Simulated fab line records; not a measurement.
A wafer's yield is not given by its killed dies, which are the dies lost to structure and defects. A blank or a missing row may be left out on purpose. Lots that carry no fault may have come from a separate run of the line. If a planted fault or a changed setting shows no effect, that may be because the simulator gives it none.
Struck lot and sound lot, side by side	flow sky130	18 steps out of a route of 708
Sound: the wafers L775.1, L775.2, L775.4. Struck: wafer L782.3. (L782.4, L782.6 of the same lot were not struck and are left out.) The cause comes at the end.
Per side, at each step with rows, come the tool, then ch with its chambers, and then its first start. Under that, the readings that differ: sound wafers	struck wafers	difference of the means	sigmas: that difference in standard deviations of wafers without a fault.
alike: words and numbers the same on both sides, and readings whose means are apart by under 2 such deviations; not compared: readings that were withheld, readings missing a value for some wafer, numbers with overlapping values and no deviation given by the record, and bounds like >300 which may hide the same value.
Wherever a step has rows on one side only, a row that says differs or no value, or a row with sigmas, the two part there. Non-overlapping numbers with no deviation appear without sigmas and do not part them. Lack of a reading on every wafer of one side parts them only where that side has two or more wafers.

first, 5 steps without rows for these wafers: SKY_VIA4_COAT_06 (resist thk 1140 nm); SKY_VIA4_SOFTBAKE_07 (time 60 s); SKY_VIA4_EXPOSE_08 (exposes mask VIM4, target cd 800 nm); SKY_VIA4_PEB_09; SKY_VIA4_DEVELOP_10 (develop time 60 s).
SKY_VIA4_OVL_MEAS_11:
  sound on overlay-02 at day 44 15:25; struck on overlay-02 at day 46 11:08
  alike: VIA4_OVL
SKY_VIA4_ETCH_12: etches SiO2 in C4F8/O2/Ar, stops on TiN, target depth 580 nm.
  sound on rie_diel-01 ch 0,2,3, day 44 15:27; struck on rie_diel-01 ch 2, day 46 11:09
  alike: bias_w, oes_product_au
SKY_VIA4_STRIP_13: strips in O2/N2.
  sound on plasma_asher-04 ch 0,1, day 44 15:31; struck on plasma_asher-02 ch 0, day 46 11:16
  alike: drypump_motor_current_A, oes_product_au, strip_time_to_endpoint_s
  not compared: rf_hours_counter_h
then, 3 steps without rows for these wafers: SKY_VIA4_STRIP_14 (strips in post etch residue remover, time 1200 s); SKY_VIA4_CLEAN_15 (cleans in IPA, time 180 s); SKY_VIA4_CLEAN_16 (cleans in O3/DIW).
SKY_VIA4_SPUTTER_17: material TiN, target thk 20 nm, time 80 s.
  sound on pvd_sputter-04 at day 44 16:07; struck on pvd_sputter-02 at day 46 11:49
  alike: cathode_dc_power_W, throttle_valve_pct
SKY_VIA4_CVD_18: deposits W, target thk 505 nm, time 152.14 s.
  sound on cvd_w-02 ch 0,1, day 44 16:11; struck on cvd_w-02 ch 0, day 46 11:56
reading	sound	struck	difference	sigmas
model.W_of_VIA4_CVD_18.thk_nm (nm)	536.1 522.5 540.7	914.2	+381.1	
  alike: heater_power_w
SKY_VIA4_RS_MEAS_19: the measuring method here is four-point-probe.
  sound on film_metro-01 at day 44 16:20; struck on film_metro-01 at day 46 12:22
reading	sound	struck	difference	sigmas
VIA4_W_RS (ohm/sq)	0.2139 0.2192 0.2121	0.1248	-0.0903	-31
  not compared: hold
SKY_VIA4_THK_MEAS_20: measures by xrf.
  sound on film_metro-01 at day 44 16:27; struck on film_metro-01 at day 46 18:26
reading	sound	struck	difference	sigmas
VIA4_W_THK (nm)	523 509 528	876	+356	+46
  not compared: hold
SKY_VIA4_CMP_21: polishes, stops on SiO2, t overpolish 25 s, target thk 0 nm.
  sound on cmp-01 ch 0,1,2, day 44 16:31; struck on cmp-02 ch 1, day 46 20:35
reading	sound	struck	difference	sigmas
hold	- - -	await_dispo/2.1h/release	no value on the sound wafers	
time_to_endpoint_s (s)	133 134 130	231	+99	+19
  alike: motor_current_A
SKY_METAL5_SPUTTER_00: material Ti, target thk 15 nm, time 10 s.
  sound on pvd_sputter-03 at day 44 16:49; struck on pvd_sputter-04 at day 46 20:53
  alike: cathode_dc_power_W, throttle_valve_pct
-- the record jumps here: 2 days lie between the struck wafers' starts before and after (it left off in module METAL5 and takes up again in module PAD_OPEN, whose first step shown is number 708 of the route) --
SKY_PAD_OPEN_PROBE_99:
  sound on prober-01 at day 47 10:51; struck on prober-02 at day 49 02:51
reading	sound	struck	difference	sigmas
defect_limited_yield (%)	82.5 84.1 85.2	79.7	-4.2	-2
killed_dies	86 78 73	100	+21	+2
killed_open	45 44 38	59	+17	+3
sort_n_pass	406 414 419	392	-21	-2
sort_yield_pct (%)	82.5 84.1 85.2	79.7	-4.2	-2
  alike: killed_at_M0_to_M3, killed_at_M4_up, killed_at_contacts, killed_at_front_end, killed_at_other, killed_short, sort_bin_3_pad_short, sort_bin_5_function, sort_bin_6_memory

WHERE THEY PART
First at SKY_VIA4_RS_MEAS_19; last, within this record, at SKY_PAD_OPEN_PROBE_99.

WHY: whatever the simulator had introduced
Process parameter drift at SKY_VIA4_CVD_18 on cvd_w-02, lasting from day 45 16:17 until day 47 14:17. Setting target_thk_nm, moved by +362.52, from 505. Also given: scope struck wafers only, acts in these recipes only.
